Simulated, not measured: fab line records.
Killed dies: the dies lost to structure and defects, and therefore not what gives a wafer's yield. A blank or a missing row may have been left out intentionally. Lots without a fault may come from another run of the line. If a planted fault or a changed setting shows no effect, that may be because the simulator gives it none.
Which tool did it? -- flow gf180mcu -- 11 lots, 33 wafers sampled, at 5 steps of a route of 602

## WHAT THE GAUGES SHOWED, per wafer
GF_V3_THK_MEAS_01. Usual: V3_CVD_00_THK 602 nm, standard deviation 5.3.
lot,measured,on,V3_CVD_00_THK (nm),flag
L805,day 21 14:05,film-metro-01,603 601 608,
L808,day 22 19:42,film-metro-02,604 599 602,
L809,day 23 02:17,film-metro-01,598 599 600,
L810,day 23 02:47,film-metro-01,601 603 604,
L811,day 23 14:52,film-metro-04,603 609 601,
L814,day 24 13:25,film-metro-04,301 595 603 301 595 603,OFF
L824,day 27 17:58,film-metro-02,606 615 606,
L825,day 28 00:31,film-metro-02,614 599 609,
L826,day 28 05:31,film-metro-02,602 600 609,
L827,day 28 15:34,film-metro-02,599 606 614,
L828,day 29 01:10,film-metro-02,611 597 611,

## WHICH TOOL RAN EACH LOT (tool, then ch and the chambers of the sampled wafers, then the start)
lot,GF_V2_STRIP_18,GF_M3_SPUTTER_00,GF_M3_STRIP_17,GF_V3_CVD_00
L805,"plasma-asher-03 ch 0,1, day 20 11:55","pvd-sputter-02, day 20 13:08","plasma-asher-04 ch 0,1, day 21 13:29","hdpcvd-01 ch 0,2, day 21 14:01"
L808,"plasma-asher-03 ch 0,1, day 21 17:55","pvd-sputter-02, day 21 19:08","plasma-asher-02 ch 0,1, day 22 19:05","hdpcvd-01 ch 0,1,2, day 22 19:37"
L809,"plasma-asher-03 ch 0,1, day 22 00:22","pvd-sputter-02, day 22 01:35","plasma-asher-02 ch 1, day 23 01:41","hdpcvd-02 ch 0,2, day 23 02:13"
L810,"plasma-asher-03 ch 0,1, day 22 01:58","pvd-sputter-02, day 22 03:12","plasma-asher-01 ch 0,1, day 23 02:11","hdpcvd-01 ch 0,1, day 23 02:43"
L811,"plasma-asher-03 ch 0,1, day 22 13:49","pvd-sputter-04, day 22 15:01","plasma-asher-02 ch 0,1, day 23 14:16","hdpcvd-01 ch 0,2, day 23 14:46"
L814,"plasma-asher-04 ch 0,1, day 23 12:29","pvd-sputter-02, day 23 13:43","plasma-asher-04 ch 0,1, day 24 12:47","hdpcvd-01 ch 0,1,2, day 24 13:19"
L824,"plasma-asher-03 ch 0,1, day 26 19:58","pvd-sputter-04, day 26 21:19","plasma-asher-04 ch 0,1, day 27 17:22","hdpcvd-02 ch 0,1,2, day 27 17:53"
L825,"plasma-asher-01 ch 0,1, day 27 01:50","pvd-sputter-03, day 27 03:06","plasma-asher-01 ch 0,1, day 27 23:55","hdpcvd-02 ch 1,2, day 28 00:27"
L826,"plasma-asher-04 ch 0,1, day 27 07:18","pvd-sputter-02, day 27 08:29","plasma-asher-01 ch 0,1, day 28 04:55","hdpcvd-01 ch 0,2, day 28 05:25"
L827,"plasma-asher-03 ch 0,1, day 27 17:13","pvd-sputter-02, day 27 18:26","plasma-asher-04 ch 0,1, day 28 14:57","hdpcvd-01 ch 0,1,2, day 28 15:29"
L828,"plasma-asher-01 ch 0,1, day 28 03:35","pvd-sputter-04, day 28 04:49","plasma-asher-02 ch 0,1, day 29 00:32","hdpcvd-02 ch 0,1, day 29 01:05"
- GF_V2_STRIP_18: strips in O2/N2.
- GF_M3_SPUTTER_00: material Ti, target thk 37.5 nm, time 150 s.
- GF_M3_STRIP_17: strips in O2/N2.
- GF_V3_CVD_00: deposits SiO2, target thk 600 nm, time 100 s.

## WHAT THE TOOLS THEMSELVES READ (means of the sampled wafers that have a number; where no wafer has one, the mark that the record gives instead)
GF_V2_STRIP_18. Usual: drypump-motor-current-A 5.4 A, standard deviation 0.48; heater-power-w 323 W, standard deviation 36; oes-product-au 0.592 a.u., standard deviation 0.0047; platen-temp-c 250.04 C, standard deviation 0.19.
lot,tool,drypump-motor-current-A (A),heater-power-w (W),oes-product-au (a.u.),platen-temp-c (C),flag
L805,plasma-asher-03,5.2,314,0.590,250.16,
L808,plasma-asher-03,4.9,293,0.589,249.99,
L809,plasma-asher-03,5.1,311,0.594,249.90,
L810,plasma-asher-03,5.1,315,0.598,249.91,
L811,plasma-asher-03,5.0,296,0.596,249.86,
L814,plasma-asher-04,6.0,306,0.593,250.09,
L824,plasma-asher-03,5.0,296,0.589,250.08,
L825,plasma-asher-01,5.7,366,0.593,250.09,
L826,plasma-asher-04,5.6,338,0.594,249.86,
L827,plasma-asher-03,4.9,298,0.585,250.04,
L828,plasma-asher-01,5.6,360,0.590,250.10,

GF_M3_SPUTTER_00. Usual: throttle-valve-pct 29.9 %, standard deviation 1.
lot,tool,throttle-valve-pct (%),flag
L805,pvd-sputter-02,30.5,
L808,pvd-sputter-02,30.6,
L809,pvd-sputter-02,30.1,
L810,pvd-sputter-02,30.6,
L811,pvd-sputter-04,28.5,
L814,pvd-sputter-02,30.5,
L824,pvd-sputter-04,29.1,
L825,pvd-sputter-03,30.3,
L826,pvd-sputter-02,30.5,
L827,pvd-sputter-02,30.6,
L828,pvd-sputter-04,30.0,

GF_M3_STRIP_17. Usual: drypump-motor-current-A 5.7 A, standard deviation 0.34; heater-power-w 320 W, standard deviation 38; oes-product-au 0.538 a.u., standard deviation 0.0054; platen-temp-c 250.04 C, standard deviation 0.19; strip-time-to-endpoint-s 7.43 s, standard deviation 0.065.
lot,tool,drypump-motor-current-A (A),heater-power-w (W),oes-product-au (a.u.),platen-temp-c (C),strip-time-to-endpoint-s (s),flag
L805,plasma-asher-04,6.0,311,0.536,249.85,7.44,
L808,plasma-asher-02,5.7,296,0.542,249.99,7.40,
L809,plasma-asher-02,5.7,318,0.533,250.02,7.31,
L810,plasma-asher-01,5.6,358,0.545,249.98,7.53,
L811,plasma-asher-02,5.7,304,0.542,250.02,7.43,
L814,plasma-asher-04,6.0,308,0.534,249.98,7.38,
L824,plasma-asher-04,6.0,304,0.540,250.01,7.46,
L825,plasma-asher-01,5.6,359,0.540,250.20,7.45,
L826,plasma-asher-01,5.7,355,0.530,250.04,7.34,
L827,plasma-asher-04,5.7,334,0.538,250.23,7.45,
L828,plasma-asher-02,5.7,290,0.537,250.03,7.41,

GF_V3_CVD_00. Usual: sih4-flow-sccm 59.99 sccm, standard deviation 0.17.
lot,tool,sih4-flow-sccm (sccm),flag
L805,hdpcvd-01,60.05,
L808,hdpcvd-01,60.04,
L809,hdpcvd-02,59.98,
L810,hdpcvd-01,60.01,
L811,hdpcvd-01,59.90,
L814,hdpcvd-01,49.96,OFF
L824,hdpcvd-02,60.03,
L825,hdpcvd-02,60.03,
L826,hdpcvd-01,60.05,
L827,hdpcvd-01,59.95,
L828,hdpcvd-02,60.02,

## THE ANSWER, worked out from the rows above alone
Rule: a lot counts as off when the mean over its wafers that have a number is more than 3 standard deviations away from the usual mean. Also off: a lot with no number at a reading for which 4 or more lots have one. Any other lot the step has rows for is counted as sound. The gauges are gone through in route order, then the tools' own readings, and for those a lot's mean is taken as printed above. At the first step where some lot is off, the reading lying furthest off is the one used; lots without a number count as furthest.
Off: L814, at GF_V3_THK_MEAS_01 (V3_CVD_00_THK).
A tool fits if, at a process step before that reading, it ran every lot that is off, and no sound lot after the first of them. Not tried: the gauges at GF_V3_THK_MEAS_01; whatever is off there is also off at GF_V3_CVD_00, on other tools, and gauge error can't account for it. Not one of the candidates tried fits.

## WHAT HAD BEEN PUT IN BY THE SIMULATOR
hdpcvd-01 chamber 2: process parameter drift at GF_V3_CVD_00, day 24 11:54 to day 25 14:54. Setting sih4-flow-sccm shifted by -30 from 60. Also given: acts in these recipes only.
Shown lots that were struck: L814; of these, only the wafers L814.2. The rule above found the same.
